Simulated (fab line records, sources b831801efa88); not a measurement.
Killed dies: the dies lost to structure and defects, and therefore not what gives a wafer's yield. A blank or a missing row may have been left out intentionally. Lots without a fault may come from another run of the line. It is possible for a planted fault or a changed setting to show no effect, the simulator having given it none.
fab line records    flow sky130
[record] lots = 14  wafers = 42  last-day = 50
route steps=708 shown VT_ADJUST_LVTN@106 SONOS_TUNNEL@162 GATE_OXIDE@189
lots with no fault: from the same line, run without faults
start-h: the number of hours between the record's first day and the start of the first shown wafer of the lot    wait-h: hours elapsed since this lot's preceding step    " unchanged from the row above    L1.1+2: several wafers, shown together as one row    - value missing, or start not given    * or withheld: withheld    < > ~ a bound
route shown NAME@n: names a module that has steps shown in the file, with the first one's number in the route    usual: mean/standard deviation of fault-free wafers    same: alike in all rows    chamber/n: place in a boat    sites: per-site readings    _std_site: the values' standard deviation    _edge_site: mean of outer sites minus mean of inner sites    radius-mm: for every site, how far away it sits from the centre of the wafer    mask NAME#n: copy n    behind: the last tool/chamber to shape the wafer    hold: what put the lot on hold/how long, in hours/how the hold closed    device: the transistor (n, p or np) that didn't switch    end of line: the tests these same wafers got at the end of their route    a step without rows: its recipe alone    killed: dies lost to structure and defects at the first sort, not the wafer's yield    map: a wafer's dies, marking killed ones x, the rest . and places with no die _
set.NAME: the setting the step ran with; set.NAME@STEP: the setting that earlier step ran with    model.NAME: the simulator's own value behind a step, which no gauge read
steps of the route over a sample of lots; a table a step, a row a wafer
services: from which hour (start-h, from the record's first day; less than 0 if before it) a tool's chamber was out of use, for how many hours, and why
[[steps]]
[step SKY_VT_ADJUST_LVTN_STRIP_09]
[recipe] chemistry = O2/N2  power-w = 1400  pressure-mtorr = 1500  platen-temp-c = withheld  o2-flow-sccm = 3000  n2-flow-sccm = 300  overash-fraction = 0.5
[usual] drypump-motor-current-A = 5.6/0.45  oes-product-au = 0.722/0.0043  strip-time-to-endpoint-s = 36.89/0.11
lot.wafer  tool             chamber  start-h  wait-h  drypump-motor-current-A  oes-product-au  rf-hours-counter-h  strip-time-to-endpoint-s
L468.1     plasma-asher-02  1        142.29   0.1     6.3                      0.717           37                  36.72
L468.3     "                1        "        "       6.4                      0.726           -                   36.89
L468.6     "                0        "        "       5.3                      0.726           -                   36.89
L469.1     plasma-asher-03  1        150.04   0.1     5.1                      0.717           3                   36.88
L469.3     "                1        "        "       5.1                      0.725           -                   36.76
L469.6     "                1        "        "       5.1                      0.726           -                   36.73
L471.1     plasma-asher-03  0        158.31   0.1     5.6                      0.720           4                   36.78
L471.2     "                1        "        "       5.1                      0.723           4                   36.83
L471.5     "                0        "        "       5.6                      0.728           -                   36.75
L472.1     plasma-asher-03  1        166.81   0.1     5.1                      0.723           4                   36.77
L472.3     "                1        "        "       5.1                      0.720           -                   36.52
L472.6     "                0        "        "       5.6                      0.715           -                   36.71
L473.3     plasma-asher-03  1        173.65   0.1     5.1                      0.726           -                   36.90
L473.4     "                0        "        "       5.6                      0.717           -                   37.01
L473.5     "                0        "        "       5.6                      0.714           -                   36.96
L474.2     plasma-asher-02  1        182.39   0.1     6.3                      0.724           40                  36.71
L474.3     "                0        "        "       5.3                      0.723           -                   36.85
L474.4     "                1        "        "       6.3                      0.718           -                   36.74
L475.1     plasma-asher-03  0        194.21   0.1     5.6                      0.721           7                   36.84
L475.2     "                1        "        "       5.1                      0.714           7                   36.89
L475.6     "                0        "        "       5.6                      0.727           -                   37.00
L483.3     plasma-asher-03  0        247.12   0.1     5.6                      0.725           -                   37.04
L483.4     "                1        "        "       5.1                      0.718           -                   36.98
L483.5     "                1        "        "       5.1                      0.721           -                   36.82
L484.1     plasma-asher-01  0        248.06   0.1     5.3                      0.729           57                  36.97
L484.2     "                1        "        "       6.1                      0.721           57                  36.84
L484.3     "                1        "        "       6.1                      0.722           -                   36.85
L485.3     plasma-asher-03  1        252.99   0.1     5.1                      0.714           -                   36.98
L485.5     "                0        "        "       5.6                      0.725           -                   37.02
L485.6     "                1        "        "       5.1                      0.722           -                   36.98
L486.2     plasma-asher-01  0        266.69   0.1     5.3                      0.719           59                  36.71
L486.3     "                1        "        "       6.1                      0.729           -                   36.75
L486.4     "                0        "        "       5.3                      0.715           -                   36.80
L487.2     plasma-asher-02  1        271.19   0.1     6.3                      0.723           49                  36.91
L487.5     "                1        "        "       6.4                      0.723           -                   36.77
L487.6     "                0        "        "       5.3                      0.722           -                   36.77
L488.1     plasma-asher-02  0        286.76   0.1     5.4                      0.724           51                  36.85
L488.4     "                0        "        "       5.3                      0.724           -                   36.74
L488.5     "                1        "        "       6.4                      0.726           -                   36.74
L491.3     plasma-asher-01  0        295.77   0.1     5.4                      0.730           -                   36.77
L491.4     "                1        "        "       6.1                      0.724           -                   36.90
L491.6     "                0        "        "       5.3                      0.724           -                   36.90
[step SKY_SONOS_TUNNEL_OVL_MEAS_08]
[usual] SONOS_TUNNEL_OVL = -0.2/1.4
lot.wafer  tool        chamber  start-h  wait-h  SONOS_TUNNEL_OVL[nm]
L468.1     overlay-02  -        249.42   0.1     -2.0
L468.3     "           -        "        "       -2.3
L468.6     "           -        "        "       -0.8
L469.1     overlay-02  -        256.82   0.1     2.2
L469.3     "           -        "        "       1.2
L469.6     "           -        "        "       3.2
L471.1     overlay-02  -        267.87   0.1     1.0
L471.2     "           -        "        "       0.9
L471.5     "           -        "        "       1.5
L472.1     overlay-01  -        277.90   0.1     -0.9
L472.3     "           -        "        "       -3.4
L472.6     "           -        "        "       -3.8
L473.3     overlay-02  -        288.81   0.1     0.4
L473.4     "           -        "        "       -0.1
L473.5     "           -        "        "       -1.3
L474.2     overlay-01  -        297.83   0.1     -0.4
L474.3     "           -        "        "       -0.1
L474.4     "           -        "        "       1.4
L475.1     overlay-01  -        310.95   0.1     -0.1
L475.2     "           -        "        "       1.6
L475.6     "           -        "        "       -0.4
L483.3     overlay-02  -        376.55   0.1     0.4
L483.4     "           -        "        "       2.4
L483.5     "           -        "        "       -0.4
L484.1     overlay-02  -        377.35   0.1     0.2
L484.2     "           -        "        "       0.3
L484.3     "           -        "        "       1.3
L485.3     overlay-02  -        382.83   0.1     -1.2
L485.5     "           -        "        "       -1.1
L485.6     "           -        "        "       -1.0
L486.2     overlay-01  -        399.38   0.1     0.0
L486.3     "           -        "        "       0.1
L486.4     "           -        "        "       -0.2
L487.2     overlay-02  -        403.65   0.1     -1.8
L487.5     "           -        "        "       0.6
L487.6     "           -        "        "       0.0
L488.1     overlay-01  -        421.25   0.1     -0.6
L488.4     "           -        "        "       0.9
L488.5     "           -        "        "       1.6
L491.3     overlay-01  -        433.36   0.1     -0.6
L491.4     "           -        "        "       -2.1
L491.6     "           -        "        "       -0.4
[step SKY_GATE_OXIDE_THK_MEAS_02]
[recipe] reads = SiO2_of_GATE_OXIDE_OXIDATION_01
[usual] GATE_OXIDE_OXIDATION_00_THK = 10.12/0.16
lot.wafer  tool           chamber  start-h  wait-h  GATE_OXIDE_OXIDATION_00_THK[nm]
L468.1     film-metro-04  -        281.20   0.0     10.09
L468.3     "              -        "        "       10.10
L468.6     "              -        "        "       10.14
L469.1     film-metro-01  -        288.60   0.0     9.93
L469.3     "              -        "        "       10.07
L469.6     "              -        "        "       10.08
L472.1     film-metro-01  -        313.24   0.0     10.29
L472.3     "              -        "        "       10.41
L472.6     "              -        "        "       10.41
L471.1     film-metro-04  -        314.39   0.0     9.92
L471.2     "              -        "        "       9.97
L471.5     "              -        "        "       9.91
L473.3     film-metro-04  -        323.97   0.0     9.83
L473.4     "              -        "        "       9.93
L473.5     "              -        "        "       10.09
L474.2     film-metro-03  -        338.24   0.0     10.45
L474.3     "              -        "        "       10.56
L474.4     "              -        "        "       10.22
L475.1     film-metro-01  -        351.02   0.0     10.33
L475.2     "              -        "        "       10.48
L475.6     "              -        "        "       10.59
L484.1     film-metro-03  -        421.71   0.0     9.91
L484.2     "              -        "        "       10.22
L484.3     "              -        "        "       10.02
L483.3     film-metro-01  -        421.79   0.1     10.23
L483.4     "              -        "        "       10.04
L483.5     "              -        "        "       9.90
L485.3     film-metro-03  -        426.54   0.0     10.27
L485.5     "              -        "        "       10.14
L485.6     "              -        "        "       10.30
L486.2     film-metro-01  -        439.41   0.0     10.14
L486.3     "              -        "        "       10.11
L486.4     "              -        "        "       10.04
L487.2     film-metro-01  -        439.64   0.0     9.86
L487.5     "              -        "        "       10.19
L487.6     "              -        "        "       9.95
L488.1     film-metro-01  -        464.42   0.0     10.16
L488.4     "              -        "        "       10.05
L488.5     "              -        "        "       10.06
L491.3     film-metro-03  -        472.42   0.0     10.20
L491.4     "              -        "        "       10.11
L491.6     "              -        "        "       10.10
[step SKY_GATE_OXIDE_OXIDATION_16]
[recipe] temp-c = 800  ambient = O2  idle-temp-c = 700  ramp-up-c-per-min = 10  ramp-down-c-per-min = 3  stabilise-s = 600  purge-s = 300  target-thk-a = 35.7  ox-time-s = 1915
[usual] ox-temp-c = 800.0/0.39  ox-temp-c-max = 804.3/0.79  ramp-down-c-per-min = 3.0000/0.00054  zone-power-upper-pct = 15.2/1
lot.wafer  tool        chamber  start-h  wait-h  ox-temp-c  ox-temp-c-max  ramp-down-c-per-min  zone-power-upper-pct
L468.1     furnace-02  0        306.94   0.3     800.7      804.7          3.0001               13.7
L468.3     "           0        "        "       800.1      806.0          3.0003               13.4
L468.6     "           0        "        "       799.4      803.1          2.9997               13.6
L469.1     furnace-02  0        314.41   0.2     799.7      803.8          2.9992               13.7
L469.3     "           0        "        "       800.0      804.4          3.0010               13.6
L469.6     "           0        "        "       799.7      804.9          3.0014               13.5
L471.1     furnace-01  0        340.80   0.2     800.3      804.9          3.0002               15.7
L471.2     "           0        "        "       799.9      804.7          2.9995               15.7
L471.5     "           0        "        "       799.8      803.8          2.9993               15.9
L472.1     furnace-01  0        340.80   1.1     800.1      803.6          3.0004               15.7
L472.3     "           0        "        "       800.3      803.8          2.9996               15.9
L472.6     "           0        "        "       800.2      804.3          3.0004               15.8
L473.3     furnace-01  -        359.59   8.0     -          -              -                    -
L473.4     "           -        "        "       -          -              -                    -
L473.5     "           -        "        "       -          -              -                    -
L474.2     furnace-01  -        369.61   4.2     -          -              -                    -
L474.3     "           -        "        "       -          -              -                    -
L474.4     "           -        "        "       -          -              -                    -
L475.1     furnace-01  0        383.47   5.1     800.5      805.2          3.0002               15.8
L475.2     "           0        "        "       800.4      804.1          2.9992               15.8
L475.6     "           0        "        "       800.4      805.1          3.0001               16.0
L484.1     furnace-01  0        452.87   0.0     800.3      804.7          2.9999               15.8
L484.2     "           0        "        "       799.6      802.8          3.0012               15.6
L484.3     "           0        "        "       800.2      804.6          3.0007               16.1
L483.3     furnace-01  0        454.41   1.2     800.1      803.8          3.0005               16.0
L483.4     "           0        "        "       799.7      803.0          3.0002               16.0
L483.5     "           0        "        "       799.6      803.9          3.0002               15.7
L485.3     furnace-02  0        458.67   0.2     799.8      804.0          2.9998               13.6
L485.5     "           0        "        "       800.3      804.1          2.9999               13.6
L485.6     "           0        "        "       799.5      804.5          3.0001               13.8
L486.2     furnace-01  0        470.55   0.0     800.2      805.2          3.0002               15.7
L486.3     "           0        "        "       800.1      804.2          3.0000               15.8
L486.4     "           0        "        "       799.8      804.0          2.9988               16.0
L487.2     furnace-01  0        472.08   1.2     800.2      804.8          2.9997               15.7
L487.5     "           0        "        "       799.7      803.6          2.9994               15.9
L487.6     "           0        "        "       800.1      803.3          2.9995               15.9
L488.1     furnace-02  0        495.96   0.9     800.0      804.1          3.0003               13.6
L488.4     "           0        "        "       800.1      805.2          2.9997               13.7
L488.5     "           0        "        "       800.4      804.3          2.9994               13.5
L491.3     furnace-01  0        503.40   0.0     798.9      801.9          3.0000               15.5
L491.4     "           0        "        "       798.5      803.0          2.9997               15.9
L491.6     "           0        "        "       799.5      803.2          3.0003               16.1
[[services]]
tool             chamber  start-h  hours  kind
furnace-01       -        136.57   2.4    pm
furnace-02       -        187.32   4.1    pm
plasma-asher-02  -        246.71   0.5    repair
plasma-asher-03  -        261.78   2.6    repair
furnace-02       -        276.63   3.3    pm
furnace-02       -        279.90   3.3    pm
furnace-01       -        292.47   2.7    pm
furnace-02       -        326.19   20.7   repair
plasma-asher-02  -        330.31   2.3    repair
furnace-01       -        347.94   10.2   pm
furnace-02       -        359.45   4.1    pm
furnace-02       -        367.48   37.5   pm
plasma-asher-01  -        370.61   1.4    repair
plasma-asher-02  -        379.06   1.5    repair
furnace-01       -        417.68   3.1    pm
plasma-asher-01  -        421.29   9.0    pm
plasma-asher-01  0        421.29   9.0    vent-cycle
plasma-asher-01  1        421.29   9.0    vent-cycle
plasma-asher-01  0        430.29   -      clean
plasma-asher-01  1        430.29   -      clean
plasma-asher-02  -        455.62   10.8   repair
furnace-01       -        460.36   2.6    pm
plasma-asher-02  -        497.04   0.8    repair
[[key]]
[first-sign] step = SKY_GATE_OXIDE_OXIDATION_16  reading = tool-record  direction = missing
effect none on later readings
met-at SKY_GATE_OXIDE_OXIDATION_16
struck-lots L473,L474
later-rows-left-out L473.3,L473.4,L473.5,L474.2,L474.3,L474.4
sort-left-out L473.3,L473.4,L473.5,L474.2,L474.3,L474.4
tester-left-out L473,L474
not-acting-at SKY_VT_ADJUST_LVTN_STRIP_09,SKY_SONOS_TUNNEL_OVL_MEAS_08,SKY_GATE_OXIDE_THK_MEAS_02
onset-between 340.80 359.59
[fault] kind = skipped-step-whole  tool = furnace-01  chamber = -  onset-h = 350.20  steps = SKY_GATE_OXIDE_OXIDATION_16  scope = struck-lots-only
// tester-left-out: of these lots the tester's yield and bins aren't shown, on N5 and GAA mostly nor the transistor test; their killed dies are dies lost to structure and defects alone, not to doping, threshold or leakage, so they don't give the yield
// sort-left-out: the simulated sort isn't trusted on such a fault, so these wafers' sort isn't shown, and their yield isn't known
// later-rows-left-out: the simulator's readings of these wafers behind a module that went badly wrong aren't trusted and aren't shown, but for the sort
